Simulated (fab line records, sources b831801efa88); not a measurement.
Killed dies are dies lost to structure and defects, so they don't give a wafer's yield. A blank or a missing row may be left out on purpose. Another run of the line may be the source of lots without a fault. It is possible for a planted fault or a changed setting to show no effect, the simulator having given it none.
fab line records    flow sky130
[record] lots = 5  wafers = 15  last_day = 49
route steps=708 shown VIA3@575
lots that met no fault: from a run of the same line without faults
start_h: start of the lot's first displayed wafer, in hours after the record's first day    wait_h: how many hours have passed since the lot's step before this one    " same as the row above    L1.1+2: a row that stands for several wafers    - value missing, or start not given    * or withheld: withheld    < > ~ a bound
route shown NAME@n: NAME is a module with steps in the file, n the number in the route of the first one    usual: the fault-free wafers' mean and standard deviation    same: alike in all rows    chamber/n: place in a boat    sites: the reading at each site    _std_site: how widely they spread, as a standard deviation    _edge_site: mean of outer sites minus mean of inner sites    radius_mm: for every site, how far away it sits from the centre of the wafer    mask NAME#n: copy n    behind: the tool/chamber that last shaped the wafer    hold: reason for holding the lot/hours on hold/outcome of the hold    device: the transistor (n, p or np) that didn't switch    end of line: tests of these same wafers at the route's end    a step with no rows: only its recipe    killed: dies lost to structure and defects at the first sort, not the wafer's yield    map: dies across one wafer; x = killed, . = not, _ = none there
set.NAME: the setting the step ran with; set.NAME@STEP: the setting that earlier step ran with    model.NAME: the simulator's own value behind a step, which no gauge read
lots at selected steps of the route; one table per step, one row per wafer
services: when a tool's chamber went out of use (start_h, in hours from the record's first day, below 0 if earlier), for how many hours, and the reason
[[steps]]
[step SKY_VIA3_CMP_02]
[recipe] material = SiO2  down_force_psi = 4  platen_rpm = 60  pad_velocity_m_s = 0.94248
[usual] motor_current_A = 12.3/1.2
lot.wafer  tool    chamber  start_h  wait_h  motor_current_A
L955.2     cmp-02  1        921.44   0.1     13.4
L955.3     "       2        "        "       13.1
L955.4     "       3        "        "       10.9
L960.1     cmp-02  2        957.65   0.1     13.5
L960.2     "       3        "        "       10.2
L960.5     "       1        "        "       13.2
L961.3     cmp-01  2        971.84   0.1     11.4
L961.2     "       3        "        "       11.8
L961.1     "       0        "        "       10.6
L965.4     cmp-01  2        992.95   0.1     11.9
L965.6     "       0        "        "       11.3
L965.5     "       1        "        "       12.9
L969.1     cmp-01  2        1023.50  0.1     10.8
L969.4     "       3        "        "       11.3
L969.2     "       1        "        "       12.6
[step SKY_VIA3_BOW_MEAS_03]
[recipe] mode = bow
[usual] VIA3_BOW = 78/7.8
lot.wafer  tool           chamber  start_h  wait_h  VIA3_BOW[um]
L955.2     film_metro-01  -        921.71   0.2     82
L955.3     "              -        "        "       70
L955.4     "              -        "        "       84
L960.1     film_metro-03  -        957.90   0.2     81
L960.2     "              -        "        "       86
L960.5     "              -        "        "       77
L961.1     film_metro-03  -        972.09   0.1     74
L961.2     "              -        "        "       71
L961.3     "              -        "        "       77
L965.4     film_metro-03  -        993.21   0.2     86
L965.5     "              -        "        "       88
L965.6     "              -        "        "       88
L969.1     film_metro-04  -        1023.80  0.2     95
L969.2     "              -        "        "       93
L969.4     "              -        "        "       82
[step SKY_VIA3_DEHYDRATE_04]
[recipe] temp_c = 200  time_s = 60
[step SKY_VIA3_HMDS_05]
[recipe] prime_time_s = 60  prime_temp_c = 120
[step SKY_VIA3_COAT_06]
[recipe] resist = BARC  temp_c = withheld  time_s = withheld  spin_rpm = 3000  resist_thk_nm = 60
[step SKY_VIA3_COAT_07]
[recipe] resist = KrF-thick  spin_rpm = 3000  resist_thk_nm = 450
[step SKY_VIA3_SOFTBAKE_08]
[recipe] temp_c = 100  time_s = 90  resist = KrF-thick
[step SKY_VIA3_EXPOSE_09]
[recipe] mask_id = VIM3  na = 0.8  source_shape = annular  sigma_inner = 0.55  sigma_outer = 0.85  target_cd_nm = 200  dose_mj = 38
[step SKY_VIA3_PEB_10]
[recipe] peb_temp_c = withheld  peb_time_s = withheld  resist = KrF-thick
[step SKY_VIA3_DEVELOP_11]
[recipe] develop_time_s = 60  resist = KrF-thick  dev_temp_c = 21
[step SKY_VIA3_CD_MEAS_12]
[recipe] target_cd_nm = 200
[usual] cd_nm = 200.1/1.5
lot.wafer  tool       chamber  start_h  wait_h  cd_nm
L955.2     cd_sem-02  -        944.29   -       198.4
L955.3     "          -        "        "       198.4
L955.4     "          -        "        "       199.5
L960.1     cd_sem-01  -        981.44   -       202.8
L960.2     "          -        "        "       201.3
L960.5     "          -        "        "       202.8
L961.1     cd_sem-02  -        996.39   -       201.1
L961.2     "          -        "        "       201.3
L961.3     "          -        "        "       200.8
L965.4     cd_sem-01  -        1016.75  -       200.0
L965.5     "          -        "        "       198.6
L965.6     "          -        "        "       198.8
L969.1     cd_sem-02  -        1046.47  -       196.9
L969.2     "          -        "        "       198.3
L969.4     "          -        "        "       197.7
[step SKY_VIA3_OVL_MEAS_13]
[usual] VIA3_OVL = -4/3.9
lot.wafer  tool        chamber  start_h  wait_h  VIA3_OVL[nm]
L955.2     overlay-01  -        944.40   0.1     2
L955.3     "           -        "        "       -7
L955.4     "           -        "        "       -1
L960.1     overlay-02  -        981.56   0.1     0
L960.2     "           -        "        "       -3
L960.5     "           -        "        "       -8
L961.1     overlay-01  -        996.51   0.1     -11
L961.2     "           -        "        "       -8
L961.3     "           -        "        "       -6
L965.4     overlay-02  -        1016.83  0.1     -6
L965.5     "           -        "        "       -7
L965.6     "           -        "        "       -6
L969.1     overlay-01  -        1046.59  0.1     -1
L969.2     "           -        "        "       -1
L969.4     "           -        "        "       -6
[step SKY_VIA3_ETCH_14]
[recipe] chemistry = N2/H2  target = BARC  ion_energy_ev = 200  source_w = 500  bias_w = 100  pressure_mtorr = 30  n2_flow_sccm = 100  h2_flow_sccm = 200  stop_on = SiO2  time_s = 45.9  target_depth_a = 600
[usual] drypump_motor_current_A = 5.9/0.44  oes_product_au = 0.855/0.0046  throttle_valve_pct = 13.224/0.0084
lot.wafer  tool         chamber  start_h  wait_h  drypump_motor_current_A  oes_product_au  rf_hours_counter_h  throttle_valve_pct  model.KrF-thick_of_VIA3_COAT_07.thk_nm
L955.2     rie_diel-01  2        944.43   0.0     6.2                      0.861           12                  13.223              395
L955.3     "            0        "        "       6.5                      0.860           9                   13.219              392.4
L955.4     "            1        "        "       5.6                      0.857           6                   13.212              393.9
L960.1     rie_diel-04  2        981.60   0.0     5.4                      0.853           13                  13.211              393.9
L960.2     "            0        "        "       6.5                      0.853           25                  13.230              390.5
L960.5     "            0        "        "       6.5                      0.851           -                   13.221              392.7
L961.1     rie_diel-01  0        996.55   0.0     6.5                      0.860           11                  13.229              393
L961.2     "            2        "        "       6.3                      0.860           13                  13.224              393
L961.3     "            1        "        "       5.7                      0.853           8                   13.217              392.7
L965.4     rie_diel-04  2        1016.85  0.0     5.5                      0.850           14                  13.218              395.7
L965.5     "            1        "        "       5.9                      0.853           -                   13.215              400.5
L965.6     "            0        "        "       6.4                      0.848           -                   13.220              394.8
L969.1     rie_diel-01  1        1046.63  0.0     5.7                      0.847           9                   13.224              393.2
L969.2     "            0        "        "       6.5                      0.848           12                  13.223              396.7
L969.4     "            2        "        "       6.3                      0.851           15                  13.221              393.8
[step SKY_VIA3_ETCH_15]
[recipe] target = SiO2  chemistry = C4F8/O2/Ar  target_depth_nm = 507  stop_on = TiN  mask_material = KrF-thick  source_w = 1500  bias_w = 1200  pressure_mtorr = 40  c4f8_flow_sccm = withheld  O2_flow_sccm = 6  Ar_flow_sccm = 300  time_s = 78
[usual] oes_product_au = 0.945/0.0043
lot.wafer  tool         chamber  start_h  wait_h  oes_product_au  rf_hours_counter_h  model.KrF-thick_of_VIA3_COAT_07.thk_nm
L955.2     rie_diel-01  2        944.47   0.0     0.943           12                  295.2
L955.3     "            0        "        "       0.948           9                   291.4
L955.4     "            1        "        "       0.945           6                   292.1
L960.1     rie_diel-04  2        981.64   0.0     0.939           13                  294.3
L960.2     "            0        "        "       0.949           25                  289.9
L960.5     "            0        "        "       0.951           -                   291.6
L961.1     rie_diel-01  0        996.59   0.0     0.945           11                  291.8
L961.2     "            2        "        "       0.943           13                  293
L961.3     "            1        "        "       0.943           8                   291.5
L965.4     rie_diel-04  2        1016.89  0.0     0.938           14                  295.9
L965.5     "            1        "        "       0.942           -                   296.9
L965.6     "            0        "        "       0.948           -                   293.6
L969.1     rie_diel-01  1        1046.67  0.0     0.947           9                   290.9
L969.2     "            0        "        "       0.947           12                  295.9
L969.4     "            2        "        "       0.942           15                  291.7
[step SKY_VIA3_STRIP_16]
[recipe] chemistry = O2/N2  power_w = 1400  pressure_mtorr = 1500  platen_temp_c = withheld  o2_flow_sccm = 3000  n2_flow_sccm = 300  overash_fraction = 0.5
[usual] drypump_motor_current_A = 5.5/0.41  oes_product_au = 0.402/0.0046  strip_time_to_endpoint_s = 4.127/0.024
lot.wafer  tool             chamber  start_h  wait_h  drypump_motor_current_A  oes_product_au  rf_hours_counter_h  strip_time_to_endpoint_s
L955.2     plasma_asher-04  1        944.53   0.0     5.5                      0.402           84                  4.178
L955.3     "                1        "        "       5.6                      0.401           -                   4.144
L955.4     "                0        "        "       5.5                      0.393           -                   4.130
L960.1     plasma_asher-03  1        981.70   0.0     6.4                      0.407           113                 4.155
L960.2     "                0        "        "       5.5                      0.403           113                 4.118
L960.5     "                1        "        "       6.4                      0.397           -                   4.149
L961.1     plasma_asher-02  0        996.65   0.0     5.1                      0.404           52                  4.125
L961.2     "                1        "        "       5.0                      0.402           52                  4.151
L961.3     "                1        "        "       5.0                      0.400           -                   4.127
L965.4     plasma_asher-02  0        1016.98  0.1     5.1                      0.405           -                   4.172
L965.5     "                0        "        "       5.1                      0.405           -                   4.203
L965.6     "                1        "        "       5.0                      0.398           -                   4.156
L969.1     plasma_asher-03  0        1046.73  0.0     5.6                      0.401           119                 4.118
L969.2     "                1        "        "       6.3                      0.405           119                 4.182
L969.4     "                0        "        "       5.6                      0.400           -                   4.121
[step SKY_VIA3_STRIP_17]
[recipe] chemistry = post_etch_residue_remover  time_s = 1200  temp_c = 72.5
[[services]]
tool             chamber  start_h  hours  kind
cmp-01           -        902.11   4.2    pm
cmp-01           -        908.95   1.6    repair
cmp-02           -        912.00   4.0    pm
cmp-02           -        916.00   -      consumable_replace:conditioner
cmp-02           -        916.00   -      consumable_replace:pad
rie_diel-04      -        921.14   2.8    pm
cmp-01           -        926.83   20.7   pm
plasma_asher-02  -        940.98   28.1   pm
cmp-02           -        953.28   0.9    repair
rie_diel-04      3        973.90   9.4    repair
plasma_asher-02  -        975.63   8.1    repair
rie_diel-04      2        976.58   4.3    repair
rie_diel-01      2        980.02   3.1    repair
rie_diel-04      -        981.74   0.4    repair
cmp-02           -        984.13   2.3    repair
plasma_asher-04  -        990.86   10.1   repair
cmp-02           -        995.68   3.3    repair
cmp-02           -        1006.34  2.3    repair
rie_diel-01      -        1009.36  0.3    repair
cmp-01           -        1011.57  0.7    repair
plasma_asher-02  -        1019.92  0.5    repair
plasma_asher-03  -        1029.72  0.8    repair
rie_diel-01      2        1031.87  7.1    repair
cmp-01           -        1045.47  1.6    repair
[[key]]
[first_sign] step = SKY_VIA3_STRIP_16  reading = strip_time_to_endpoint_s  direction = up  sigmas = 3.1  usual = *  struck = *
effect none on later readings
[model_effect] step = SKY_VIA3_ETCH_14  value = KrF-thick_of_VIA3_COAT_07.thk_nm  without = 394.5  struck = 400.5
[model_effect] step = SKY_VIA3_ETCH_15  value = KrF-thick_of_VIA3_COAT_07.thk_nm  without = 290.9  struck = 296.9
met_at SKY_VIA3_ETCH_14
struck_wafers L965.5
[fault] kind = process_parameter_drift  tool = rie_diel-04  chamber = 1  onset_h = 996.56  steps = SKY_VIA3_ETCH_14  channel = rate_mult  offset = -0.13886  shape = step  end_h = 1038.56
